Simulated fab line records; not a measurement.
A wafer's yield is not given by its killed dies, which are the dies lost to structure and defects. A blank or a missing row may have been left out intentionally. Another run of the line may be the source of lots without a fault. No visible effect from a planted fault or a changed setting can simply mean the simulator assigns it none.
Chamber matching | flow sky130 | SKY_POLY_CUT_ETCH_10 on rieDiel-01 has 4 sister chambers
The step etches BARC in N2/H2, stops on SiO2, time 45.9 s, target depth 60 nm. 4 wafers are shown with their chamber, then 7 later ones without.

WAFERS, EACH WITH ITS CHAMBER
wafer  | chamber | drypumpMotorCurrentA (A)
L678.2 | 3       | 6.5
L689.1 | 2       | 5.6
L689.3 | 0       | 5.7
L690.5 | 1       | 6.2

WAFERS WITHOUT THEIR CHAMBER
wafer  | drypumpMotorCurrentA (A)
L690.6 | 5.6
L695.3 | 6.1
L695.5 | 6.2
L695.6 | 5.8
L696.1 | 6.2
L696.4 | 5.8
L696.5 | 5.8

CHAMBER TAKEN BY EACH
wafer  | from the rows above     | in truth
L690.6 | can't be placed: 2 or 0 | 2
L695.3 | 1                       | 1
L695.5 | 1                       | 1
L695.6 | can't be placed: 0 or 2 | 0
L696.1 | 1                       | 1
L696.4 | can't be placed: 0 or 2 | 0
L696.5 | can't be placed: 0 or 2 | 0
Correctly placed: 3 of 7. From these rows, 4 cannot be placed; in 4 the true chamber is one of the candidates. Wrongly placed: 0.
How it was worked out, from the rows above alone: a wafer's distance from a chamber is the root of the sum, over the readings, of the square of ((its reading less the chamber's mean) divided by the reading's scatter). The wafer belongs to the nearest chamber; if the next one is less than 2 further off, it can't be placed. A chamber's mean is the mean of its shown wafers. The scatter: with one shown wafer a chamber, the root of the mean of the squares of how far each hidden wafer lies from its nearest shown one.
